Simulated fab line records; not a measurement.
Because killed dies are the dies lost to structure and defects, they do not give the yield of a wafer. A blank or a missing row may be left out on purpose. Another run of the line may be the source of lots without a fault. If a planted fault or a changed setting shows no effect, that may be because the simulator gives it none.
fab line records + flow sky130
[record]
- lots = 12
- wafers = 36
- last-day = 50
route steps=708 shown METAL3@534 CAPM@550 VIA3@575 PAD_OPEN@708
lots with no fault: from the same line, run without faults
start-h: hours from the record's first day to the start of the lot's first wafer shown + wait-h: time in hours since the lot's previous step + " same as the row above + L1.1+2: a single row standing in for several wafers + - either no value or no given start + * or withheld: withheld + < > ~ a bound
route shown NAME@n: names a module that has steps shown in the file, with the first one's number in the route + usual: the fault-free wafers' mean and standard deviation + same: alike in all rows + chamber/n: place in a boat + sites: readings site by site + _std_site: their standard deviation + _edge_site: mean of outer sites minus mean of inner sites + radius-mm: how far each site lies from the wafer's centre + mask NAME#n: copy n + behind: tool/chamber where the wafer was last shaped + hold: reason for holding the lot/hours on hold/outcome of the hold + device: which transistor (n, p or np) failed to switch + end of line: the same wafers' tests at the end of the route + a step with no rows: only its recipe + killed: count of dies lost to structure and defects at first sort (not the wafer's yield) + map: the dies of a wafer, with x for killed, . for not killed, _ for no die there
set.NAME: the setting that was run; set.NAME@STEP: the one run at that earlier step + model.NAME: the simulator's own value behind a step, which no gauge read
one table for each step of the route and one row for each wafer, over a sample of lots
services: a tool's chamber out of use, with start hour (start-h, from the record's first day; less than 0 if before it), hours out, and reason
[[steps]]
[step SKY_METAL3_SPUTTER_02]
[recipe]
- material = AlCu
- target-thk-nm = 735
- power-w = 10600
- time-s = 39.1
- chamber-pressure-pa = 0.4
[usual]
- throttle-valve-pct = 30.1/0.73
| lot.wafer | tool           | chamber | start-h | wait-h | throttle-valve-pct |
|-----------|----------------|---------|---------|--------|--------------------|
| L662.1    | pvd-sputter-03 | -       | 847.01  | 0.0    | 30.1               |
| L662.2    | "              | -       | "       | "      | 30.8               |
| L662.3    | "              | -       | "       | "      | 30.6               |
| L663.3    | pvd-sputter-03 | -       | 853.61  | 0.0    | 30.7               |
| L663.5    | "              | -       | "       | "      | 30.7               |
| L663.6    | "              | -       | "       | "      | 30.8               |
| L664.1    | pvd-sputter-04 | -       | 872.10  | 0.0    | 29.7               |
| L664.2    | "              | -       | "       | "      | 28.8               |
| L664.6    | "              | -       | "       | "      | 28.9               |
| L665.2    | pvd-sputter-02 | -       | 874.71  | 0.0    | 30.8               |
| L665.4    | "              | -       | "       | "      | 30.1               |
| L665.6    | "              | -       | "       | "      | 28.4               |
| L666.3    | pvd-sputter-02 | -       | 904.17  | 0.0    | 28.5               |
| L666.4    | "              | -       | "       | "      | 29.8               |
| L666.6    | "              | -       | "       | "      | 30.1               |
| L668.1    | pvd-sputter-02 | -       | 907.04  | 0.0    | 30.2               |
| L668.3    | "              | -       | "       | "      | 30.7               |
| L668.6    | "              | -       | "       | "      | 28.7               |
| L667.2    | pvd-sputter-04 | -       | 908.92  | 0.0    | 29.5               |
| L667.3    | "              | -       | "       | "      | 30.4               |
| L667.5    | "              | -       | "       | "      | 30.8               |
| L677.3    | pvd-sputter-04 | -       | 954.43  | 0.0    | 29.9               |
| L677.5    | "              | -       | "       | "      | 28.9               |
| L677.6    | "              | -       | "       | "      | 29.9               |
| L679.1    | pvd-sputter-03 | -       | 969.80  | 0.0    | 30.6               |
| L679.5    | "              | -       | "       | "      | 30.4               |
| L679.6    | "              | -       | "       | "      | 30.7               |
| L682.3    | pvd-sputter-04 | -       | 987.42  | 0.0    | 30.2               |
| L682.4    | "              | -       | "       | "      | 28.7               |
| L682.6    | "              | -       | "       | "      | 29.7               |
| L683.1    | pvd-sputter-04 | -       | 990.72  | 0.0    | 29.6               |
| L683.5    | "              | -       | "       | "      | 30.2               |
| L683.6    | "              | -       | "       | "      | 29.6               |
| L685.1    | pvd-sputter-02 | -       | 1005.80 | 0.0    | 30.1               |
| L685.4    | "              | -       | "       | "      | 28.6               |
| L685.5    | "              | -       | "       | "      | 30.1               |
[step SKY_CAPM_METAL_ETCH_13]
[recipe]
- target-depth-nm = 220
- stop-on = SiO2
- chemistry = Cl2/BCl3
- target = TiN
- pressure-mtorr = 10
- icp-w = 900
- bias-w = 48.5
- Cl2_flow_sccm = 60
- bcl3-flow-sccm = 30
- time-s = 62.9
[usual]
- drypump-motor-current-A = 5.8/0.33
- oes-product-au = 0.942/0.0068
- throttle-valve-pct = 21.901/0.0099
| lot.wafer | tool         | chamber | start-h | wait-h | drypump-motor-current-A | oes-product-au | rf-hours-counter-h | throttle-valve-pct |
|-----------|--------------|---------|---------|--------|-------------------------|----------------|--------------------|--------------------|
| L662.1    | rie-metal-03 | 1       | 873.03  | 0.0    | 5.6                     | 0.936          | 7                  | 21.912             |
| L662.2    | "            | 0       | "       | "      | 5.6                     | 0.939          | 12                 | 21.904             |
| L662.3    | "            | 1       | "       | "      | 5.6                     | 0.942          | -                  | 21.906             |
| L663.3    | rie-metal-03 | 1       | 879.26  | 0.0    | 5.6                     | 0.949          | -                  | 21.914             |
| L663.5    | "            | 0       | "       | "      | 5.5                     | 0.944          | -                  | 21.909             |
| L663.6    | "            | 1       | "       | "      | 5.6                     | 0.940          | -                  | 21.897             |
| L664.1    | rie-metal-03 | 1       | 897.23  | 0.0    | 5.6                     | 0.937          | 8                  | 21.913             |
| L664.2    | "            | 0       | "       | "      | 5.6                     | 0.931          | 13                 | 21.921             |
| L664.6    | "            | 1       | "       | "      | 5.6                     | 0.930          | -                  | 21.912             |
| L665.2    | rie-metal-04 | 0       | 899.73  | 0.0    | 5.4                     | 0.948          | 4                  | 21.915             |
| L665.4    | "            | 0       | "       | "      | 5.4                     | 0.944          | -                  | 21.910             |
| L665.6    | "            | 0       | "       | "      | 5.4                     | 0.947          | -                  | 21.900             |
| L666.3    | rie-metal-01 | 0       | 929.43  | 0.0    | 6.2                     | 0.936          | -                  | 21.900             |
| L666.4    | "            | 1       | "       | "      | 6.1                     | 0.937          | -                  | 21.900             |
| L666.6    | "            | 1       | "       | "      | 6.0                     | 0.944          | -                  | 21.909             |
| L668.1    | rie-metal-04 | 0       | 931.86  | 0.0    | 5.4                     | 0.935          | 6                  | 21.898             |
| L668.3    | "            | 0       | "       | "      | 5.4                     | 0.924          | -                  | 21.903             |
| L668.6    | "            | 0       | "       | "      | 5.4                     | 0.936          | -                  | 21.901             |
| L667.2    | rie-metal-03 | 0       | 934.13  | 0.0    | 5.6                     | 0.947          | -                  | 21.899             |
| L667.3    | "            | 0       | "       | "      | 5.6                     | 0.945          | -                  | 21.906             |
| L667.5    | "            | 0       | "       | "      | 5.6                     | 0.954          | -                  | 21.891             |
| L677.3    | rie-metal-04 | 1       | 978.70  | 0.0    | 6.3                     | 0.937          | -                  | 21.893             |
| L677.5    | "            | 0       | "       | "      | 5.4                     | 0.947          | -                  | 21.896             |
| L677.6    | "            | 1       | "       | "      | 6.3                     | 0.933          | -                  | 21.923             |
| L679.1    | rie-metal-03 | 0       | 993.08  | 0.0    | 5.5                     | 0.953          | 18                 | 21.889             |
| L679.5    | "            | 0       | "       | "      | 5.6                     | 0.956          | -                  | 21.903             |
| L679.6    | "            | 0       | "       | "      | 5.6                     | 0.953          | -                  | 21.879             |
| L682.3    | rie-metal-03 | 0       | 1010.45 | 0.0    | 5.6                     | 0.933          | -                  | 21.898             |
| L682.4    | "            | 1       | "       | "      | 5.6                     | 0.954          | -                  | 21.888             |
| L682.6    | "            | 0       | "       | "      | 5.6                     | 0.946          | -                  | 21.895             |
| L683.1    | rie-metal-01 | 1       | 1013.43 | 0.0    | 6.1                     | 0.934          | 17                 | 21.887             |
| L683.5    | "            | 0       | "       | "      | 6.2                     | 0.941          | -                  | 21.904             |
| L683.6    | "            | 1       | "       | "      | 6.1                     | 0.940          | -                  | 21.904             |
| L685.1    | rie-metal-01 | 1       | 1029.03 | 0.0    | 6.1                     | 0.950          | 18                 | 21.898             |
| L685.4    | "            | 0       | "       | "      | 6.2                     | 0.944          | -                  | 21.898             |
| L685.5    | "            | 0       | "       | "      | 6.2                     | 0.949          | -                  | 21.912             |
[step SKY_VIA3_CMP_02]
[recipe]
- material = SiO2
- down-force-psi = 4
- platen-rpm = 60
- pad-velocity-m-s = 0.94248
[usual]
- motor-current-A = 12.1/0.96
- slurry-flow-ml-min = 150.0/0.46
| lot.wafer | tool   | chamber | start-h | wait-h | motor-current-A | slurry-flow-ml-min |
|-----------|--------|---------|---------|--------|-----------------|--------------------|
| L662.1    | cmp-01 | 1       | 900.21  | 0.1    | 10.7            | 150.7              |
| L662.2    | "      | 3       | "       | "      | 10.3            | 150.5              |
| L662.3    | "      | 0       | "       | "      | 12.9            | 150.2              |
| L663.3    | cmp-02 | 3       | 905.85  | 0.1    | 12.2            | 150.2              |
| L663.5    | "      | 2       | "       | "      | 12.0            | 150.3              |
| L663.6    | "      | 3       | "       | "      | 11.9            | 150.4              |
| L664.2    | cmp-02 | 0       | 924.24  | 0.1    | 13.1            | 150.5              |
| L664.1    | "      | 1       | "       | "      | 12.2            | 149.2              |
| L664.6    | "      | 3       | "       | "      | 11.7            | 150.6              |
| L665.2    | cmp-01 | 3       | 926.93  | 0.0    | 9.9             | 149.9              |
| L665.4    | "      | 1       | "       | "      | 11.6            | 149.6              |
| L665.6    | "      | 0       | "       | "      | 12.8            | 149.5              |
| L666.4    | cmp-01 | 2       | 955.65  | 0.0    | 13.2            | 150.1              |
| L666.3    | "      | 3       | "       | "      | 9.9             | 149.3              |
| L666.6    | "      | 3       | "       | "      | 10.0            | 149.5              |
| L668.3    | cmp-01 | 0       | 958.05  | 0.0    | 13.2            | 148.9              |
| L668.1    | "      | 1       | "       | "      | 10.9            | 149.7              |
| L668.6    | "      | 0       | "       | "      | 12.7            | 149.5              |
| L667.2    | cmp-01 | 0       | 960.27  | 0.0    | 12.8            | 150.7              |
| L667.3    | "      | 1       | "       | "      | 11.3            | 150.1              |
| L667.5    | "      | 0       | "       | "      | 12.9            | 151.0              |
| L677.3    | cmp-01 | 2       | 1003.82 | 0.1    | 13.1            | 150.5              |
| L677.6    | "      | 0       | "       | "      | 12.5            | 150.1              |
| L677.5    | "      | 1       | "       | "      | 11.1            | 148.8              |
| L679.1    | cmp-02 | 1       | 1017.80 | 0.1    | 12.7            | 149.9              |
| L679.6    | "      | 1       | "       | "      | 12.5            | 149.7              |
| L679.5    | "      | 2       | "       | "      | 12.7            | 150.3              |
| L682.3    | cmp-02 | 1       | 1035.01 | 0.1    | 12.4            | 149.6              |
| L682.4    | "      | 2       | "       | "      | 12.6            | 149.4              |
| L682.6    | "      | 0       | "       | "      | 13.0            | 150.0              |
| L683.1    | cmp-02 | 2       | 1037.89 | 0.1    | 12.1            | 150.2              |
| L683.6    | "      | 0       | "       | "      | 12.6            | 150.4              |
| L683.5    | "      | 1       | "       | "      | 12.5            | 149.4              |
| L685.4    | cmp-02 | 2       | 1053.15 | 0.1    | 12.7            | 149.9              |
| L685.1    | "      | 0       | "       | "      | 12.9            | 149.9              |
| L685.5    | "      | 2       | "       | "      | 12.5            | 150.0              |
[step SKY_VIA3_ETCH_15]
[recipe]
- target = SiO2
- chemistry = C4F8/O2/Ar
- target-depth-nm = 507
- stop-on = TiN
- mask-material = KrF-thick
- source-w = 1500
- bias-w = 1200
- pressure-mtorr = 40
- c4f8-flow-sccm = withheld
- O2_flow_sccm = 6
- Ar_flow_sccm = 300
- time-s = 78
[usual]
- oes-product-au = 0.945/0.0046
| lot.wafer | tool        | chamber | start-h | wait-h | oes-product-au |
|-----------|-------------|---------|---------|--------|----------------|
| L662.1    | rie-diel-03 | 1       | 925.49  | 0.0    | 0.939          |
| L662.2    | "           | 0       | "       | "      | 0.952          |
| L662.3    | "           | 2       | "       | "      | 0.950          |
| L663.3    | rie-diel-02 | 3       | 930.79  | 0.0    | 0.942          |
| L663.5    | "           | 0       | "       | "      | 0.950          |
| L663.6    | "           | 1       | "       | "      | 0.949          |
| L664.1    | rie-diel-03 | 3       | 949.29  | 0.0    | 0.944          |
| L664.2    | "           | 2       | "       | "      | 0.939          |
| L664.6    | "           | 3       | "       | "      | 0.938          |
| L665.2    | rie-diel-03 | 0       | 951.89  | 0.0    | 0.941          |
| L665.4    | "           | 1       | "       | "      | 0.940          |
| L665.6    | "           | 3       | "       | "      | 0.944          |
| L666.3    | rie-diel-03 | 3       | 980.20  | 0.0    | 0.950          |
| L666.4    | "           | 0       | "       | "      | 0.945          |
| L666.6    | "           | 0       | "       | "      | 0.950          |
| L668.1    | rie-diel-04 | 3       | 983.34  | 0.0    | 0.945          |
| L668.3    | "           | 0       | "       | "      | 0.947          |
| L668.6    | "           | 2       | "       | "      | 0.947          |
| L667.2    | rie-diel-04 | 1       | 985.34  | 0.0    | 0.941          |
| L667.3    | "           | 2       | "       | "      | 0.947          |
| L667.5    | "           | 1       | "       | "      | 0.946          |
| L677.3    | rie-diel-03 | 3       | 1027.35 | 0.0    | 0.953          |
| L677.5    | "           | 3       | "       | "      | 0.953          |
| L677.6    | "           | 0       | "       | "      | 0.999          |
| L679.1    | rie-diel-02 | 1       | 1041.00 | 0.0    | 0.945          |
| L679.5    | "           | 1       | "       | "      | 0.950          |
| L679.6    | "           | 2       | "       | "      | 0.945          |
| L682.3    | rie-diel-04 | 3       | 1057.69 | 0.0    | 0.949          |
| L682.4    | "           | 1       | "       | "      | 0.940          |
| L682.6    | "           | 2       | "       | "      | 0.945          |
| L683.1    | rie-diel-03 | 0       | 1060.29 | 0.0    | 0.948          |
| L683.5    | "           | 1       | "       | "      | 0.949          |
| L683.6    | "           | 0       | "       | "      | 0.952          |
| L685.1    | rie-diel-03 | 0       | 1075.14 | 0.0    | 0.946          |
| L685.4    | "           | 2       | "       | "      | 0.946          |
| L685.5    | "           | 2       | "       | "      | 0.940          |
[step SKY_PAD_OPEN_PROBE_99]
[usual]
- defect-limited-yield = 82.2/1.9
- killed_at_M0_to_M3 = 43/6.5
- killed_at_M4_up = 3.5/1.9
- killed-at-contacts = 24/5.4
- killed-at-front-end = 16/4.8
- killed-at-other = 0.4/0.64
- killed-dies = 87/9.4
- killed-on-rim = 18/4.1
- killed-open = 47/7
- killed-short = 40/6.3
- sort_bin_3_pad_short = 0.9/0.4
- sort_bin_5_function = 10.5/1.4
- sort_bin_6_memory = 6.3/1.1
- sort-n-pass = 405/9.4
- sort-yield-pct = 82.2/1.9
[same]
- gross-dies = 492
- killed-at-back-side = 0
- sort_bin_4_leakage[%] = 0
- sort_bin_8_speed[%] = 0
| lot.wafer | tool      | chamber | start-h | wait-h | defect-limited-yield[%] | killed_at_M0_to_M3 | killed_at_M4_up | killed-at-contacts | killed-at-front-end | killed-at-other | killed-dies | killed-on-rim | killed-open | killed-short | sort_bin_3_pad_short[%] | sort_bin_5_function[%] | sort_bin_6_memory[%] | sort-n-pass | sort-yield-pct[%] |
|-----------|-----------|---------|---------|--------|-------------------------|--------------------|-----------------|--------------------|---------------------|-----------------|-------------|---------------|-------------|--------------|-------------------------|------------------------|----------------------|-------------|-------------------|
| L677.3    | prober-01 | -       | 1157.41 | 0.2    | 81.5                    | 46                 | 1               | 29                 | 15                  | 0               | 91          | 12            | 44          | 47           | 0.8                     | 10.0                   | 7.7                  | 401         | 81.5              |
| L677.5    | prober-01 | -       | 1157.51 | 0.2    | 82.3                    | 39                 | 7               | 25                 | 16                  | 0               | 87          | 11            | 46          | 41           | 0.8                     | 10.6                   | 6.3                  | 405         | 82.3              |
| L677.6    | prober-01 | -       | 1157.56 | 0.2    | 0                       | 448                | 5               | 18                 | 19                  | 2               | 492         | 96            | 32          | 54           | 0.8                     | 93.3                   | 5.9                  | 0           | 0                 |
// killed by level:class
L677.3 VIA1:geometric-particle:open=14 CONTACT:geometric-particle:short=8 METAL1:geometric-particle:short=6 LOCAL_INTERCONNECT:geometric-particle:short=6 CONTACT:geometric-particle:open=6 VIA3:geometric-particle:open=6 POLY_GATE:geometric-particle:short=5 LI_CONTACT:geometric-particle:open=5
L677.5 VIA1:geometric-particle:open=10 LI_CONTACT:geometric-particle:open=9 CONTACT:geometric-particle:open=8 METAL4:geometric-particle:short=6 LOCAL_INTERCONNECT:geometric-particle:short=5 VIA3:geometric-particle:open=5 FIELD_ISO:geometric-particle:open=4 VIA2:geometric-particle:open=4
L677.6 VIA3:area-etch=406 METAL2:geometric-particle:short=8 FIELD_ISO:geometric-particle:short=6 METAL1:geometric-particle:short=6 VIA1:geometric-particle:short=6 CONTACT:geometric-particle:open=5 LOCAL_INTERCONNECT:geometric-particle:short=5 VIA1:geometric-particle:open=5
[[services]]
| tool           | chamber | start-h | hours | kind   |
|----------------|---------|---------|-------|--------|
| rie-diel-03    | 1       | 836.31  | 4.3   | repair |
| cmp-01         | -       | 849.92  | 7.5   | pm     |
| pvd-sputter-02 | -       | 870.27  | 2.4   | repair |
| pvd-sputter-04 | -       | 872.23  | 7.8   | repair |
| pvd-sputter-04 | -       | 879.08  | 1.4   | repair |
| rie-metal-04   | 1       | 886.63  | 3.6   | repair |
| cmp-02         | -       | 887.99  | 2.6   | repair |
| rie-metal-04   | -       | 895.03  | 2.8   | pm     |
| cmp-02         | -       | 912.00  | 4.0   | pm     |
| rie-metal-01   | 1       | 916.12  | 7.5   | repair |
| cmp-02         | -       | 916.32  | 6.9   | pm     |
| rie-diel-04    | 1       | 916.97  | 7.2   | repair |
| rie-metal-03   | 1       | 933.70  | 7.2   | repair |
| pvd-sputter-04 | -       | 933.97  | 2.4   | repair |
| rie-metal-03   | -       | 937.68  | 2.8   | pm     |
| pvd-sputter-03 | -       | 943.03  | 1.7   | repair |
| rie-metal-03   | 1       | 980.39  | 20.4  | repair |
| pvd-sputter-02 | -       | 982.11  | 11.9  | repair |
| cmp-02         | -       | 994.74  | 6.1   | pm     |
| rie-diel-03    | -       | 995.79  | 3.9   | repair |
| pvd-sputter-04 | -       | 1005.31 | 0.9   | repair |
| cmp-02         | -       | 1014.51 | 2.5   | repair |
| rie-diel-03    | 2       | 1039.05 | 7.4   | repair |
| cmp-02         | -       | 1068.86 | 0.3   | repair |
[[key]]
[first-sign]
- step = SKY_VIA3_ETCH_15
- reading = oes-product-au
- direction = up
- sigmas = 12
- usual = 0.945
- struck = 0.999
[effect]
- step = SKY_PAD_OPEN_PROBE_99
- reading = killed_at_M0_to_M3
- direction = up
- sigmas = 63
- usual = 43
- struck = 448
[more-kills-born-at]
- SKY_VIA3_ETCH_15@rie-diel-03 = 406
met-at SKY_VIA3_CMP_02
struck-lots L677
struck-wafers L677.6
later-rows-left-out L677.6
not-acting-at SKY_METAL3_SPUTTER_02,SKY_CAPM_METAL_ETCH_13
onset-between 960.27 1003.82
[fault]
- kind = process-parameter-drift
- tool = cmp-01
- chamber = -
- onset-h = 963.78
- steps = SKY_VIA3_CMP_02
- channel = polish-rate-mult
- offset = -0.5
- shape = step
- end-h = 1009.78
- scope = struck-wafers-only
// later-rows-left-out: the simulator's readings of these wafers behind a module that went badly wrong aren't trusted and aren't shown, but for the sort
